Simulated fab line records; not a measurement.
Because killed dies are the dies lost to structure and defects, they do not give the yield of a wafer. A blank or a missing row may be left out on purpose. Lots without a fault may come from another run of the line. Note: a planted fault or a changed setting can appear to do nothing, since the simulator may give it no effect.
fab line records / flow gf180mcu / part 2 of 2: steps 28 to 41 of 41
record lots=5 wafers=15 last-day=33
route steps=602 shown V4@491 MIM@503 M5@526
lots that met no fault: from a run of the same line without faults
start-h: the number of hours between the record's first day and the start of the first shown wafer of the lot / wait-h: how many hours have passed since the lot's step before this one / " repeats the value in the row above / L1.1+2: several wafers, shown together as one row / - either no value or no given start / * or withheld: withheld / < > ~ a bound
route shown NAME@n: a module of which the file shows steps, and the number in the route of the first / usual: the fault-free wafers' mean and standard deviation / same: alike in all rows / chamber/n: place in a boat / sites: per-site readings / _std_site: the standard deviation of these / _edge_site: the outer-site mean with the inner-site mean subtracted / radius-mm: how far each site lies from the wafer's centre / mask NAME#n: copy n / behind: the last tool/chamber to shape the wafer / hold: why the lot went on hold/how many hours it stayed there/how the hold came to an end / device: which transistor (n, p or np) failed to switch / end of line: tests run on the same wafers once the route is complete / a step given without rows: its recipe and nothing more / killed: the dies lost at the first sort to structure and to defects; this is not the yield of the wafer / map: shows each die of a wafer: x if killed, . if not, _ if none is there
set.NAME: setting as actually run; set.NAME@STEP: the setting as run at that earlier step / model.NAME: the simulator's own value behind a step, which no gauge read
lots at selected steps of the route; one table per step, one row per wafer
services: the hour from which a tool's chamber was out of use, counted from the record's first day as start-h (under 0 if before that day), plus the number of hours and why
## steps
# step GF_MIM_SOFTBAKE_15
# recipe temp-c=90 time-s=60 resist=NOVOLAK
lot.wafer=L078.2+3+4 tool=litho-track-01 chamber=0 start-h=605.97 wait-h=0.1
lot.wafer=L079.1+2+4 tool=litho-track-01 chamber=0 start-h=625.19 wait-h=0.1
lot.wafer=L083.1+2+5 tool=litho-track-01 chamber=0 start-h=648.84 wait-h=0.1
lot.wafer=L085.1+3+5 tool=litho-track-03 chamber=0 start-h=672.46 wait-h=0.1
lot.wafer=L090.1+5+6 tool=litho-track-03 chamber=0 start-h=704.01 wait-h=0.1
# step GF_MIM_EXPOSE_16
# recipe mask-id=FuseTop target-cd-nm=2000 na=0.6 source-shape=conventional sigma-outer=0.6 dose-mj=140
lot.wafer=L078.2+3+4 tool=iline-stepper-01 chamber=0 start-h=- wait-h=- mask=FuseTop#0
lot.wafer=L079.1+2+4 tool=iline-stepper-02 chamber=0 start-h=- wait-h=- mask=FuseTop#0
lot.wafer=L083.1+2+5 tool=iline-stepper-02 chamber=0 start-h=- wait-h=- mask=FuseTop#0
lot.wafer=L085.1+3+5 tool=iline-stepper-02 chamber=0 start-h=- wait-h=- mask=FuseTop#0
lot.wafer=L090.1+5+6 tool=iline-stepper-01 chamber=0 start-h=- wait-h=- mask=FuseTop#0
# step GF_MIM_PEB_17
# recipe temp-c=withheld time-s=* resist=NOVOLAK
lot.wafer=L078.2+3+4 tool=litho-track-02 chamber=0 start-h=- wait-h=-
lot.wafer=L079.1+2+4 tool=litho-track-03 chamber=0 start-h=- wait-h=-
lot.wafer=L083.1+2+5 tool=litho-track-01 chamber=0 start-h=- wait-h=-
lot.wafer=L085.1+3+5 tool=litho-track-01 chamber=0 start-h=- wait-h=-
lot.wafer=L090.1+5+6 tool=litho-track-03 chamber=0 start-h=- wait-h=-
# step GF_MIM_DEVELOP_18
# recipe develop-time-s=60 dev-temp-c=23
lot.wafer=L078.2+3+4 tool=litho-track-02 chamber=0 start-h=616.89 wait-h=0.1
lot.wafer=L079.1+2+4 tool=litho-track-03 chamber=0 start-h=635.86 wait-h=0.1
lot.wafer=L083.1+2+5 tool=litho-track-01 chamber=0 start-h=659.04 wait-h=0.1
lot.wafer=L085.1+3+5 tool=litho-track-01 chamber=0 start-h=681.99 wait-h=0.1
lot.wafer=L090.1+5+6 tool=litho-track-03 chamber=0 start-h=712.81 wait-h=0.1
# step GF_MIM_METAL_ETCH_19
# recipe chemistry=Cl2/BCl3 mask-material=NOVOLAK stop-on=Si3N4 target-depth-nm=324.5 pressure-mtorr=8 icp-w=800 bias-w=140 Cl2_flow_sccm=80 bcl3-flow-sccm=40 time-s=54.1
# usual drypump-motor-current-A=5.92/0.12 oes-product-au=0.940/0.006 throttle-valve-pct=28.283/0.011
lot.wafer=L078.2 tool=rie-metal-01 chamber=1 start-h=617.04 wait-h=0.1 drypump-motor-current-A=6.02 oes-product-au=0.946 rf-hours-counter-h=- throttle-valve-pct=28.283
lot.wafer=L078.3 tool=rie-metal-01 chamber=1 start-h=617.04 wait-h=0.1 drypump-motor-current-A=6.03 oes-product-au=0.941 rf-hours-counter-h=- throttle-valve-pct=28.291
lot.wafer=L078.4 tool=rie-metal-01 chamber=1 start-h=617.04 wait-h=0.1 drypump-motor-current-A=6.01 oes-product-au=0.941 rf-hours-counter-h=- throttle-valve-pct=28.291
lot.wafer=L079.1 tool=rie-metal-01 chamber=0 start-h=636.01 wait-h=0.1 drypump-motor-current-A=5.97 oes-product-au=0.942 rf-hours-counter-h=10 throttle-valve-pct=28.273
lot.wafer=L079.2 tool=rie-metal-01 chamber=1 start-h=636.01 wait-h=0.1 drypump-motor-current-A=6.05 oes-product-au=0.936 rf-hours-counter-h=3 throttle-valve-pct=28.296
lot.wafer=L079.4 tool=rie-metal-01 chamber=1 start-h=636.01 wait-h=0.1 drypump-motor-current-A=6.04 oes-product-au=0.928 rf-hours-counter-h=- throttle-valve-pct=28.289
lot.wafer=L083.1 tool=rie-metal-01 chamber=1 start-h=659.19 wait-h=0.1 drypump-motor-current-A=6.02 oes-product-au=0.947 rf-hours-counter-h=4 throttle-valve-pct=28.277
lot.wafer=L083.2 tool=rie-metal-01 chamber=0 start-h=659.19 wait-h=0.1 drypump-motor-current-A=5.99 oes-product-au=0.941 rf-hours-counter-h=11 throttle-valve-pct=28.293
lot.wafer=L083.5 tool=rie-metal-01 chamber=1 start-h=659.19 wait-h=0.1 drypump-motor-current-A=6.00 oes-product-au=0.948 rf-hours-counter-h=- throttle-valve-pct=28.292
lot.wafer=L085.1 tool=rie-metal-02 chamber=0 start-h=682.14 wait-h=0.1 drypump-motor-current-A=5.66 oes-product-au=0.943 rf-hours-counter-h=7 throttle-valve-pct=28.280
lot.wafer=L085.3 tool=rie-metal-02 chamber=0 start-h=682.14 wait-h=0.1 drypump-motor-current-A=5.67 oes-product-au=0.942 rf-hours-counter-h=- throttle-valve-pct=28.278
lot.wafer=L085.5 tool=rie-metal-02 chamber=0 start-h=682.14 wait-h=0.1 drypump-motor-current-A=5.68 oes-product-au=0.939 rf-hours-counter-h=- throttle-valve-pct=28.292
lot.wafer=L090.1 tool=rie-metal-01 chamber=1 start-h=712.96 wait-h=0.1 drypump-motor-current-A=5.99 oes-product-au=0.941 rf-hours-counter-h=6 throttle-valve-pct=28.268
lot.wafer=L090.5 tool=rie-metal-01 chamber=1 start-h=712.96 wait-h=0.1 drypump-motor-current-A=6.00 oes-product-au=0.936 rf-hours-counter-h=- throttle-valve-pct=28.285
lot.wafer=L090.6 tool=rie-metal-01 chamber=1 start-h=712.96 wait-h=0.1 drypump-motor-current-A=5.99 oes-product-au=0.938 rf-hours-counter-h=- throttle-valve-pct=28.278
# step GF_MIM_STRIP_20
# recipe chemistry=O2/N2 power-w=1400 pressure-mtorr=1500 platen-temp-c=250 o2-flow-sccm=3000 n2-flow-sccm=300 overash-fraction=0.5
# usual drypump-motor-current-A=5.6/0.4 heater-power-w=364/30 oes-product-au=0.692/0.0049 strip-time-to-endpoint-s=11.22/0.046
lot.wafer=L078.2 tool=plasma-asher-03 chamber=1 start-h=617.16 wait-h=0.1 drypump-motor-current-A=5.6 heater-power-w=363 oes-product-au=0.679 rf-hours-counter-h=87 strip-time-to-endpoint-s=11.17
lot.wafer=L078.3 tool=plasma-asher-03 chamber=1 start-h=617.16 wait-h=0.1 drypump-motor-current-A=5.7 heater-power-w=354 oes-product-au=0.693 rf-hours-counter-h=- strip-time-to-endpoint-s=11.18
lot.wafer=L078.4 tool=plasma-asher-03 chamber=0 start-h=617.16 wait-h=0.1 drypump-motor-current-A=5.6 heater-power-w=379 oes-product-au=0.692 rf-hours-counter-h=- strip-time-to-endpoint-s=11.16
lot.wafer=L079.1 tool=plasma-asher-02 chamber=0 start-h=636.08 wait-h=0.0 drypump-motor-current-A=6.0 heater-power-w=433 oes-product-au=0.694 rf-hours-counter-h=53 strip-time-to-endpoint-s=11.19
lot.wafer=L079.2 tool=plasma-asher-02 chamber=1 start-h=636.08 wait-h=0.0 drypump-motor-current-A=5.5 heater-power-w=346 oes-product-au=0.692 rf-hours-counter-h=53 strip-time-to-endpoint-s=11.16
lot.wafer=L079.4 tool=plasma-asher-02 chamber=0 start-h=636.08 wait-h=0.0 drypump-motor-current-A=6.0 heater-power-w=418 oes-product-au=0.686 rf-hours-counter-h=- strip-time-to-endpoint-s=11.16
lot.wafer=L083.1 tool=plasma-asher-01 chamber=0 start-h=659.26 wait-h=0.0 drypump-motor-current-A=4.8 heater-power-w=341 oes-product-au=0.686 rf-hours-counter-h=23 strip-time-to-endpoint-s=11.24
lot.wafer=L083.2 tool=plasma-asher-01 chamber=1 start-h=659.26 wait-h=0.0 drypump-motor-current-A=5.9 heater-power-w=352 oes-product-au=0.685 rf-hours-counter-h=23 strip-time-to-endpoint-s=11.26
lot.wafer=L083.5 tool=plasma-asher-01 chamber=0 start-h=659.26 wait-h=0.0 drypump-motor-current-A=4.8 heater-power-w=335 oes-product-au=0.688 rf-hours-counter-h=- strip-time-to-endpoint-s=11.20
lot.wafer=L085.1 tool=plasma-asher-03 chamber=0 start-h=682.21 wait-h=0.0 drypump-motor-current-A=5.6 heater-power-w=385 oes-product-au=0.700 rf-hours-counter-h=94 strip-time-to-endpoint-s=11.24
lot.wafer=L085.3 tool=plasma-asher-03 chamber=1 start-h=682.21 wait-h=0.0 drypump-motor-current-A=5.7 heater-power-w=346 oes-product-au=0.693 rf-hours-counter-h=- strip-time-to-endpoint-s=11.23
lot.wafer=L085.5 tool=plasma-asher-03 chamber=1 start-h=682.21 wait-h=0.0 drypump-motor-current-A=5.7 heater-power-w=342 oes-product-au=0.698 rf-hours-counter-h=- strip-time-to-endpoint-s=11.25
lot.wafer=L090.1 tool=plasma-asher-03 chamber=1 start-h=713.10 wait-h=0.1 drypump-motor-current-A=5.7 heater-power-w=345 oes-product-au=0.679 rf-hours-counter-h=98 strip-time-to-endpoint-s=11.15
lot.wafer=L090.5 tool=plasma-asher-03 chamber=1 start-h=713.10 wait-h=0.1 drypump-motor-current-A=5.7 heater-power-w=343 oes-product-au=0.697 rf-hours-counter-h=- strip-time-to-endpoint-s=11.17
lot.wafer=L090.6 tool=plasma-asher-03 chamber=0 start-h=713.10 wait-h=0.1 drypump-motor-current-A=5.6 heater-power-w=382 oes-product-au=0.683 rf-hours-counter-h=- strip-time-to-endpoint-s=11.14
# step GF_MIM_STRIP_21
# recipe chemistry=post-etch-residue-remover time-s=1200 temp-c=72.5
lot.wafer=L078.2+3+4 tool=wet-bench-04 chamber=0 start-h=617.26 wait-h=0.1
lot.wafer=L079.1+2+4 tool=wet-bench-02 chamber=0 start-h=636.18 wait-h=0.1
lot.wafer=L083.1+2+5 tool=wet-bench-04 chamber=0 start-h=659.36 wait-h=0.1
lot.wafer=L085.1+3+5 tool=wet-bench-02 chamber=0 start-h=682.31 wait-h=0.1
lot.wafer=L090.1+5+6 tool=wet-bench-04 chamber=0 start-h=713.20 wait-h=0.1
# step GF_MIM_CLEAN_22
# recipe chemistry=DIW dry=n2-spin
lot.wafer=L078.2+3+4 tool=wet-bench-02 chamber=2 start-h=617.63 wait-h=0.0
lot.wafer=L079.1+2+4 tool=wet-bench-03 chamber=0 start-h=636.52 wait-h=0.0
lot.wafer=L083.1+2+5 tool=wet-bench-03 chamber=0 start-h=659.71 wait-h=0.0
lot.wafer=L085.1+3+5 tool=wet-bench-04 chamber=1 start-h=682.69 wait-h=0.0
lot.wafer=L090.1+5+6 tool=wet-bench-03 chamber=3 start-h=713.57 wait-h=0.0
# step GF_M5_DEHYDRATE_00
# recipe temp-c=200 time-s=60
lot.wafer=L078.2+3+4 tool=litho-track-03 chamber=0 start-h=627.18 wait-h=9.5
lot.wafer=L079.1+2+4 tool=litho-track-03 chamber=0 start-h=646.01 wait-h=9.4
lot.wafer=L083.1+2+5 tool=litho-track-01 chamber=0 start-h=668.49 wait-h=8.7
lot.wafer=L085.1+3+5 tool=litho-track-04 chamber=0 start-h=691.43 wait-h=8.7
lot.wafer=L090.1+5+6 tool=litho-track-03 chamber=0 start-h=722.46 wait-h=8.8
# step GF_M5_HMDS_01
# recipe prime-time-s=60 prime-temp-c=120
lot.wafer=L078.2+3+4 tool=litho-track-03 chamber=0 start-h=627.33 wait-h=0.1
lot.wafer=L079.1+2+4 tool=litho-track-03 chamber=0 start-h=646.16 wait-h=0.1
lot.wafer=L083.1+2+5 tool=litho-track-01 chamber=0 start-h=668.64 wait-h=0.1
lot.wafer=L085.1+3+5 tool=litho-track-04 chamber=0 start-h=691.58 wait-h=0.1
lot.wafer=L090.1+5+6 tool=litho-track-03 chamber=0 start-h=722.61 wait-h=0.1
# step GF_M5_COAT_02
# recipe resist=KrF spin-rpm=withheld resist-thk-nm=1000
lot.wafer=L078.2+3+4 tool=litho-track-03 chamber=0 start-h=627.48 wait-h=0.1
lot.wafer=L079.1+2+4 tool=litho-track-03 chamber=0 start-h=646.31 wait-h=0.1
lot.wafer=L083.1+2+5 tool=litho-track-01 chamber=0 start-h=668.79 wait-h=0.1
lot.wafer=L085.1+3+5 tool=litho-track-04 chamber=0 start-h=691.73 wait-h=0.1
lot.wafer=L090.1+5+6 tool=litho-track-03 chamber=0 start-h=722.76 wait-h=0.1
# step GF_M5_SOFTBAKE_03
# recipe temp-c=131.1 time-s=60 resist=KrF
lot.wafer=L078.2+3+4 tool=litho-track-03 chamber=0 start-h=627.63 wait-h=0.1
lot.wafer=L079.1+2+4 tool=litho-track-03 chamber=0 start-h=646.46 wait-h=0.1
lot.wafer=L083.1+2+5 tool=litho-track-01 chamber=0 start-h=668.94 wait-h=0.1
lot.wafer=L085.1+3+5 tool=litho-track-04 chamber=0 start-h=691.88 wait-h=0.1
lot.wafer=L090.1+5+6 tool=litho-track-03 chamber=0 start-h=722.91 wait-h=0.1
# step GF_M5_EXPOSE_04
# recipe mask-id=Metal5 target-cd-nm=280 na=0.68 source-shape=conventional sigma-outer=0.6 dose-mj=28
lot.wafer=L078.2+3+4 tool=krf-scanner-02 chamber=0 start-h=- wait-h=- mask=Metal5#0
lot.wafer=L079.1+2+4 tool=krf-scanner-01 chamber=0 start-h=- wait-h=- mask=Metal5#0
lot.wafer=L083.1+2+5 tool=krf-scanner-02 chamber=0 start-h=- wait-h=- mask=Metal5#0
lot.wafer=L085.1+3+5 tool=krf-scanner-02 chamber=0 start-h=- wait-h=- mask=Metal5#0
lot.wafer=L090.1+5+6 tool=krf-scanner-01 chamber=0 start-h=- wait-h=- mask=Metal5#0
# step GF_M5_PEB_05
# recipe peb-temp-c=135 peb-time-s=90 resist=KrF
lot.wafer=L078.2+3+4 tool=litho-track-04 chamber=0 start-h=- wait-h=-
lot.wafer=L079.1+2+4 tool=litho-track-03 chamber=0 start-h=- wait-h=-
lot.wafer=L083.1+2+5 tool=litho-track-01 chamber=0 start-h=- wait-h=-
lot.wafer=L085.1+3+5 tool=litho-track-01 chamber=0 start-h=- wait-h=-
lot.wafer=L090.1+5+6 tool=litho-track-01 chamber=0 start-h=- wait-h=-
## services
tool=cmp-01 chamber=- start-h=573.41 hours=4.0 kind=pm
tool=rie-diel-04 chamber=3 start-h=573.80 hours=8.5 kind=repair
tool=wet-bench-04 chamber=- start-h=580.15 hours=1.1 kind=repair
tool=wet-bench-01 chamber=- start-h=588.46 hours=0.5 kind=repair
tool=krf-scanner-01 chamber=- start-h=595.82 hours=0.7 kind=repair
tool=krf-scanner-02 chamber=- start-h=596.54 hours=0.8 kind=pm
tool=rie-diel-04 chamber=1 start-h=597.05 hours=5.4 kind=repair
tool=iline-stepper-02 chamber=- start-h=604.80 hours=3.8 kind=repair
tool=rie-metal-01 chamber=0 start-h=608.20 hours=21.7 kind=repair
tool=plasma-asher-02 chamber=- start-h=612.36 hours=1.2 kind=repair
tool=krf-scanner-02 chamber=- start-h=619.12 hours=1.3 kind=pm
tool=pvd-sputter-03 chamber=- start-h=634.71 hours=5.6 kind=repair
tool=rie-diel-04 chamber=1 start-h=638.99 hours=1.8 kind=repair
tool=krf-scanner-02 chamber=- start-h=656.54 hours=0.8 kind=pm
tool=krf-scanner-02 chamber=- start-h=657.94 hours=2.6 kind=repair
tool=rie-diel-04 chamber=2 start-h=668.00 hours=4.1 kind=repair
tool=plasma-asher-03 chamber=- start-h=677.40 hours=0.9 kind=repair
tool=cvd-w-01 chamber=- start-h=690.69 hours=6.9 kind=pm
tool=rie-metal-01 chamber=- start-h=695.99 hours=0.9 kind=repair
tool=krf-scanner-02 chamber=- start-h=696.86 hours=1.0 kind=pm
tool=rie-diel-04 chamber=2 start-h=703.29 hours=13.8 kind=repair
tool=rie-metal-01 chamber=0 start-h=704.83 hours=13.7 kind=repair
tool=cvd-w-01 chamber=- start-h=721.50 hours=0.3 kind=repair
tool=pvd-sputter-02 chamber=- start-h=726.46 hours=3.6 kind=repair
